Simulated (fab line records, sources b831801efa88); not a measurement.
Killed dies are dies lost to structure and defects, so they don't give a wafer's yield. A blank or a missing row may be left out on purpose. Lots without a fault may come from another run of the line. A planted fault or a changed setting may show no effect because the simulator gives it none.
Problem report in the 8D (eight disciplines) form, filled by code | flow sky130 | the parts of the form that need people (team, actions taken, sign-off) are left out

1. THE PROBLEM
killed_at_front_end at SKY_PAD_OPEN_PROBE_99 reads a mean of 422 on 6 wafers of 2 lots; wafers without a fault read 14 with a standard deviation of 4.1. That is +99 or more standard deviations from the usual mean.
First seen on wafer L309.4, day 47 17:54, on prober-02. The record holds 9 wafers of 3 lots with a number at this step. Rule for "out", or "out of limits": more than 4 standard deviations from the usual mean. The other wafers with a number count as sound.

2. WHAT IT IS AND WHAT IT IS NOT
question                    | is                                              | is not
which readings at this step | killed_at_front_end, killed_dies, killed_on_rim | killed_at_M0_to_M3, killed_at_contacts, killed_open
which lots                  | L309, L310                                      | L323
which wafers of those lots  | all that have a number                          | -
read on which tools         | prober-01, prober-02                            | -
when                        | from day 47 17:54                               | up to then (0 sound wafers); but 3 sound wafers of L323 came after

3. SUSPECTS, AND WHAT RULES EACH OUT
Counting: a tool at a process step up to the reading stays a suspect if it ran every lot that is out and no sound lot after the first of them.
- plasma_asher-01 at SKY_POLY_CUT_STRIP_12 (strips in O2/N2): kept. It ran every lot that is out, first L309 (day 26 23:01), and no sound lot after that.
Left after counting: plasma_asher-01 at SKY_POLY_CUT_STRIP_12.

4. THE CAUSE (what the simulator had put in)
Skipped step whole: plasma_asher-01, from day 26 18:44 on, at SKY_POLY_CUT_STRIP_12. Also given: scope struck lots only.
Counting left only this tool.

5. THE CHAIN OF EFFECTS, in route order
Each row: a reading whose mean over the struck wafers that have a number lies more than 3 standard deviations from the usual. Only readings for which the record gives a usual standard deviation are gone through. hours: the time from each lot's start at the first step in this table that gives one to its start at this step, as a median over the lots. sigmas: the change in usual standard deviations.
hours | step                  | reading             | usual | on struck wafers | change | sigmas
0     | SKY_PAD_OPEN_PROBE_99 | killed_at_front_end | 14    | 422              | +408   | +99 or more
0     | SKY_PAD_OPEN_PROBE_99 | killed_dies         | 85    | 492              | +407   | +43
0     | SKY_PAD_OPEN_PROBE_99 | killed_on_rim       | 17    | 96               | +79    | +20
The process steps in it:
- SKY_PAD_OPEN_PROBE_99
Readings that are blank on the struck wafers while sound wafers have them: chamber_pressure_mTorr at SKY_POLY_CUT_STRIP_12; drypump_motor_current_A at SKY_POLY_CUT_STRIP_12; oes_product_au at SKY_POLY_CUT_STRIP_12; strip_time_to_endpoint_s at SKY_POLY_CUT_STRIP_12.

6. WHAT WOULD HAVE CAUGHT IT SOONER
In this record the first reading out of limits was taken at day 47 17:54, 503 hours after the fault began at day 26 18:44.
At SKY_POLY_CUT_STRIP_12 the tool's readings are blank on the struck wafers, where sound wafers have them: an empty tool record is the first sign, and it was there at once.
All the lots that are out (2) had begun SKY_POLY_CUT_STRIP_12 on plasma_asher-01 by day 47 17:54. A hold on the tool at that time would have spared none of them.
